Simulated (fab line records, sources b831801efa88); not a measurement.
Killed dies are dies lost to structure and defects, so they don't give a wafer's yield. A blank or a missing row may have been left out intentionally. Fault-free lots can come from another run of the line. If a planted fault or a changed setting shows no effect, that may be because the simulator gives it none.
fab line records ; flow gf180mcu
record lots=15; wafers=45; last_day=34
route steps=602 shown STI@25 VT_IMPLANT@108 DUAL_GATE@149 HV_LDD@231
lots that met no fault: from a run of the same line without faults
start_h: the number of hours between the record's first day and the start of the first shown wafer of the lot ; wait_h: how many hours have passed since the lot's step before this one ; " identical to the entry in the row above ; L1.1+2: one row covering several wafers at once ; - no value present, or no start provided ; * or withheld: withheld ; < > ~ a bound
route shown NAME@n: names a module that has steps shown in the file, with the first one's number in the route ; usual: average and standard deviation across the fault-free wafers ; same: alike in all rows ; chamber/n: place in a boat ; sites: per-site readings ; _std_site: standard deviation across them ; _edge_site: inner sites' mean taken away from outer sites' mean ; radius_mm: for every site, how far away it sits from the centre of the wafer ; mask NAME#n: copy n ; behind: the most recent tool/chamber to have shaped the wafer ; hold: cause of the lot's hold/its duration in hours/its outcome ; device: names the non-switching transistor (n, p or np) ; end of line: at the end of the route, the tests of the same wafers ; a step given without rows: its recipe and nothing more ; killed: dies that structure and defects cost at the first sort, which is not the same as the wafer's yield ; map: per-die view of a wafer (x killed, . not killed, _ where there is no die)
set.NAME: the run value of the setting; set.NAME@STEP: its run value at that earlier step ; model.NAME: the simulator's own value behind a step, which no gauge read
one table for each step of the route and one row for each wafer, over a sample of lots
services: the hour from which a tool's chamber was out of use, counted from the record's first day as start_h (under 0 if before that day), plus the number of hours and why
## steps
# step GF_STI_THK_MEAS_24
# recipe reads=SiO2_of_STI_CVD_23
# usual STI_CVD_23_THK=653/8.4
lot.wafer;tool;chamber;start_h;wait_h;STI_CVD_23_THK[nm]
L689.1;film_metro-04;-;27.79;0.0;659
L689.3;film_metro-04;-;27.79;0.0;669
L689.6;film_metro-04;-;27.79;0.0;660
L690.1;film_metro-04;-;32.38;0.0;663
L690.4;film_metro-04;-;32.38;0.0;667
L690.6;film_metro-04;-;32.38;0.0;658
L691.1;film_metro-04;-;38.27;0.0;658
L691.3;film_metro-04;-;38.27;0.0;652
L691.6;film_metro-04;-;38.27;0.0;649
L692.3;film_metro-04;-;42.69;0.1;665
L692.4;film_metro-04;-;42.69;0.1;670
L692.5;film_metro-04;-;42.69;0.1;662
L693.1;film_metro-01;-;47.50;0.0;650
L693.5;film_metro-01;-;47.50;0.0;654
L693.6;film_metro-01;-;47.50;0.0;651
L694.4;film_metro-02;-;52.85;0.0;658
L694.5;film_metro-02;-;52.85;0.0;656
L694.6;film_metro-02;-;52.85;0.0;650
L695.1;film_metro-01;-;58.98;0.0;651
L695.5;film_metro-01;-;58.98;0.0;660
L695.6;film_metro-01;-;58.98;0.0;652
L700.1;film_metro-02;-;87.32;0.0;662
L700.3;film_metro-02;-;87.32;0.0;660
L700.4;film_metro-02;-;87.32;0.0;657
L701.1;film_metro-01;-;91.34;0.0;654
L701.4;film_metro-01;-;91.34;0.0;656
L701.6;film_metro-01;-;91.34;0.0;657
L702.1;film_metro-04;-;96.61;0.0;657
L702.3;film_metro-04;-;96.61;0.0;650
L702.6;film_metro-04;-;96.61;0.0;641
L703.1;film_metro-04;-;100.27;0.0;667
L703.2;film_metro-04;-;100.27;0.0;667
L703.4;film_metro-04;-;100.27;0.0;660
L704.4;film_metro-04;-;106.44;0.1;650
L704.5;film_metro-04;-;106.44;0.1;651
L704.6;film_metro-04;-;106.44;0.1;656
L706.4;film_metro-01;-;116.13;0.1;643
L706.5;film_metro-01;-;116.13;0.1;644
L706.6;film_metro-01;-;116.13;0.1;656
L711.2;film_metro-02;-;139.95;0.0;640
L711.4;film_metro-02;-;139.95;0.0;637
L711.6;film_metro-02;-;139.95;0.0;650
L712.2;film_metro-01;-;146.75;0.0;646
L712.4;film_metro-01;-;146.75;0.0;640
L712.5;film_metro-01;-;146.75;0.0;633
# step GF_VT_IMPLANT_OVL_MEAS_18
# usual VT_IMPLANT_01_OVL=0.6/1.3
lot.wafer;tool;chamber;start_h;wait_h;VT_IMPLANT_01_OVL[nm]
L689.1;overlay-01;-;127.22;0.1;0.2
L689.3;overlay-01;-;127.22;0.1;1.4
L689.6;overlay-01;-;127.22;0.1;-0.2
L690.1;overlay-01;-;132.50;0.1;-0.3
L690.4;overlay-01;-;132.50;0.1;-2.7
L690.6;overlay-01;-;132.50;0.1;-0.7
L691.1;overlay-02;-;137.17;0.1;1.8
L691.3;overlay-02;-;137.17;0.1;2.2
L691.6;overlay-02;-;137.17;0.1;1.3
L692.3;overlay-01;-;143.84;0.1;0.3
L692.4;overlay-01;-;143.84;0.1;0.9
L692.5;overlay-01;-;143.84;0.1;0.6
L693.1;overlay-02;-;148.80;0.1;-0.6
L693.5;overlay-02;-;148.80;0.1;-1.0
L693.6;overlay-02;-;148.80;0.1;-0.1
L694.4;overlay-02;-;155.02;0.1;0.5
L694.5;overlay-02;-;155.02;0.1;0.3
L694.6;overlay-02;-;155.02;0.1;1.0
L695.1;overlay-02;-;162.37;0.1;3.7
L695.5;overlay-02;-;162.37;0.1;1.9
L695.6;overlay-02;-;162.37;0.1;3.2
L700.1;overlay-02;-;200.97;0.1;3.1
L700.3;overlay-02;-;200.97;0.1;1.7
L700.4;overlay-02;-;200.97;0.1;0.9
L701.1;overlay-02;-;204.82;0.1;2.1
L701.4;overlay-02;-;204.82;0.1;0.4
L701.6;overlay-02;-;204.82;0.1;0.0
L702.1;overlay-02;-;210.37;0.1;0.7
L702.3;overlay-02;-;210.37;0.1;0.6
L702.6;overlay-02;-;210.37;0.1;0.3
L703.1;overlay-01;-;214.85;0.1;-0.3
L703.2;overlay-01;-;214.85;0.1;0.1
L703.4;overlay-01;-;214.85;0.1;0.7
L704.4;overlay-01;-;223.12;0.1;0.9
L704.5;overlay-01;-;223.12;0.1;1.0
L704.6;overlay-01;-;223.12;0.1;-1.0
L706.4;overlay-02;-;236.53;0.1;1.0
L706.5;overlay-02;-;236.53;0.1;-0.8
L706.6;overlay-02;-;236.53;0.1;-0.3
L711.2;overlay-02;-;263.17;0.1;0.8
L711.4;overlay-02;-;263.17;0.1;0.8
L711.6;overlay-02;-;263.17;0.1;1.1
L712.2;overlay-01;-;273.72;0.1;0.7
L712.4;overlay-01;-;273.72;0.1;2.6
L712.5;overlay-01;-;273.72;0.1;-0.4
# step GF_DUAL_GATE_EXPOSE_08
# recipe mask_id=Dualgate; target_cd_nm=700; na=0.6; source_shape=conventional; sigma_outer=0.6; dose_mj=140
# usual exposure_dose_mJ_cm2=139.99/0.14; focus_offset_nm=0.0/0.47
lot.wafer;tool;chamber;start_h;wait_h;mask;exposure_dose_mJ_cm2;focus_offset_nm
L689.1;iline_stepper-01;0;168.89;-;Dualgate#0;139.99;-1.2
L689.3;iline_stepper-01;0;168.89;-;Dualgate#0;139.90;0.1
L689.6;iline_stepper-01;0;168.89;-;Dualgate#0;139.81;-0.5
L690.1;iline_stepper-02;0;174.04;-;Dualgate#0;140.04;-0.1
L690.4;iline_stepper-02;0;174.04;-;Dualgate#0;140.31;0.6
L690.6;iline_stepper-02;0;174.04;-;Dualgate#0;140.03;-0.7
L691.1;iline_stepper-02;-;179.33;-;Dualgate#0;-;-
L691.3;iline_stepper-02;-;179.33;-;Dualgate#0;-;-
L691.6;iline_stepper-02;-;179.33;-;Dualgate#0;-;-
L692.3;iline_stepper-02;-;186.19;-;Dualgate#0;-;-
L692.4;iline_stepper-02;-;186.19;-;Dualgate#0;-;-
L692.5;iline_stepper-02;-;186.19;-;Dualgate#0;-;-
L693.1;iline_stepper-02;-;191.97;-;Dualgate#0;-;-
L693.5;iline_stepper-02;-;191.97;-;Dualgate#0;-;-
L693.6;iline_stepper-02;-;191.97;-;Dualgate#0;-;-
L694.4;iline_stepper-02;0;199.52;-;Dualgate#0;140.01;-0.1
L694.5;iline_stepper-02;0;199.52;-;Dualgate#0;139.85;-0.4
L694.6;iline_stepper-02;0;199.52;-;Dualgate#0;139.84;0.1
L695.1;iline_stepper-02;0;207.47;-;Dualgate#0;139.69;-0.2
L695.5;iline_stepper-02;0;207.47;-;Dualgate#0;139.96;0.0
L695.6;iline_stepper-02;0;207.47;-;Dualgate#0;139.85;0.2
L700.1;iline_stepper-02;0;249.54;-;Dualgate#0;140.11;-0.9
L700.3;iline_stepper-02;0;249.54;-;Dualgate#0;139.94;-0.1
L700.4;iline_stepper-02;0;249.54;-;Dualgate#0;140.10;0.1
L701.1;iline_stepper-02;0;255.22;-;Dualgate#0;140.03;0.0
L701.4;iline_stepper-02;0;255.22;-;Dualgate#0;139.97;0.1
L701.6;iline_stepper-02;0;255.22;-;Dualgate#0;140.19;-0.4
L702.1;iline_stepper-02;0;259.59;-;Dualgate#0;140.00;-1.1
L702.3;iline_stepper-02;0;259.59;-;Dualgate#0;139.99;-0.3
L702.6;iline_stepper-02;0;259.59;-;Dualgate#0;139.95;-0.3
L703.1;iline_stepper-02;0;265.00;-;Dualgate#0;140.19;1.1
L703.2;iline_stepper-02;0;265.00;-;Dualgate#0;139.95;0.8
L703.4;iline_stepper-02;0;265.00;-;Dualgate#0;140.24;0.6
L704.4;iline_stepper-02;0;274.96;-;Dualgate#0;140.06;-0.3
L704.5;iline_stepper-02;0;274.96;-;Dualgate#0;140.04;0.4
L704.6;iline_stepper-02;0;274.96;-;Dualgate#0;139.97;-0.5
L706.4;iline_stepper-01;0;287.28;-;Dualgate#0;140.07;-0.1
L706.5;iline_stepper-01;0;287.28;-;Dualgate#0;139.90;-0.3
L706.6;iline_stepper-01;0;287.28;-;Dualgate#0;139.74;0.2
L711.2;iline_stepper-01;0;315.46;-;Dualgate#0;139.98;0.1
L711.4;iline_stepper-01;0;315.46;-;Dualgate#0;139.92;0.3
L711.6;iline_stepper-01;0;315.46;-;Dualgate#0;140.00;0.2
L712.2;iline_stepper-01;0;327.34;-;Dualgate#0;140.19;0.3
L712.4;iline_stepper-01;0;327.34;-;Dualgate#0;140.10;0.1
L712.5;iline_stepper-01;0;327.34;-;Dualgate#0;140.26;-0.2
# step GF_HV_LDD_THK_MEAS_55
# recipe reads=SiO2_of_HV_LDD_CVD_54
# usual HV_LDD_CVD_54_THK=9.98/0.15
lot.wafer;tool;chamber;start_h;wait_h;HV_LDD_CVD_54_THK[nm]
L689.1;film_metro-01;-;276.59;0.0;9.71
L689.3;film_metro-01;-;276.59;0.0;9.61
L689.6;film_metro-01;-;276.59;0.0;9.57
L690.1;film_metro-01;-;280.64;0.0;9.93
L690.4;film_metro-01;-;280.64;0.0;9.98
L690.6;film_metro-01;-;280.64;0.0;9.98
L694.4;film_metro-01;-;310.23;0.0;9.99
L694.5;film_metro-01;-;310.23;0.0;10.09
L694.6;film_metro-01;-;310.23;0.0;10.10
L695.1;film_metro-01;-;321.90;0.0;9.98
L695.5;film_metro-01;-;321.90;0.0;9.99
L695.6;film_metro-01;-;321.90;0.0;10.04
L700.1;film_metro-01;-;370.54;0.0;10.06
L700.3;film_metro-01;-;370.54;0.0;10.09
L700.4;film_metro-01;-;370.54;0.0;10.13
L701.1;film_metro-02;-;377.24;0.0;10.25
L701.4;film_metro-02;-;377.24;0.0;10.12
L701.6;film_metro-02;-;377.24;0.0;10.28
L702.1;film_metro-03;-;384.94;0.0;10.06
L702.3;film_metro-03;-;384.94;0.0;10.13
L702.6;film_metro-03;-;384.94;0.0;10.13
L703.1;film_metro-02;-;388.19;0.0;9.97
L703.2;film_metro-02;-;388.19;0.0;9.95
L703.4;film_metro-02;-;388.19;0.0;10.04
L704.4;film_metro-02;-;399.87;0.0;9.96
L704.5;film_metro-02;-;399.87;0.0;10.05
L704.6;film_metro-02;-;399.87;0.0;10.02
L706.4;film_metro-01;-;414.25;0.0;10.21
L706.5;film_metro-01;-;414.25;0.0;10.12
L706.6;film_metro-01;-;414.25;0.0;10.13
L711.2;film_metro-03;-;449.75;0.0;9.79
L711.4;film_metro-03;-;449.75;0.0;9.83
L711.6;film_metro-03;-;449.75;0.0;9.89
L712.2;film_metro-01;-;462.20;0.0;9.95
L712.4;film_metro-01;-;462.20;0.0;9.90
L712.5;film_metro-01;-;462.20;0.0;9.81
## services
tool;chamber;start_h;hours;kind
iline_stepper-02;0;156.10;-;calibration
iline_stepper-02;-;168.68;2.1;pm
iline_stepper-02;-;170.77;-;consumable_replace:lamp
iline_stepper-01;-;179.81;1.7;pm
iline_stepper-02;-;217.71;2.4;repair
iline_stepper-02;-;232.11;1.7;pm
iline_stepper-01;-;247.44;28.9;pm
iline_stepper-01;0;280.73;-;calibration
## key
first_sign step=GF_DUAL_GATE_EXPOSE_08; reading=tool_record; direction=missing
effect none on later readings
met_at GF_DUAL_GATE_EXPOSE_08
struck_lots L691,L692,L693
later_rows_left_out L691.1,L691.3,L691.6,L692.3,L692.4,L692.5,L693.1,L693.5,L693.6
sort_left_out L691.1,L691.3,L691.6,L692.3,L692.4,L692.5,L693.1,L693.5,L693.6
tester_left_out L691,L692,L693
not_acting_at GF_STI_THK_MEAS_24,GF_VT_IMPLANT_OVL_MEAS_18,GF_HV_LDD_THK_MEAS_55
onset_between 174.04 179.33
fault kind=skipped_step_whole; tool=iline_stepper-02; chamber=-; onset_h=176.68; steps=GF_DUAL_GATE_EXPOSE_08; scope=struck_lots_only
# tester_left_out: of these lots the tester's yield and bins aren't shown, on N5 and GAA mostly nor the transistor test; their killed dies are dies lost to structure and defects alone, not to doping, threshold or leakage, so they don't give the yield
# sort_left_out: the simulated sort isn't trusted on such a fault, so these wafers' sort isn't shown, and their yield isn't known
# later_rows_left_out: the simulator's readings of these wafers behind a module that went badly wrong aren't trusted and aren't shown, but for the sort
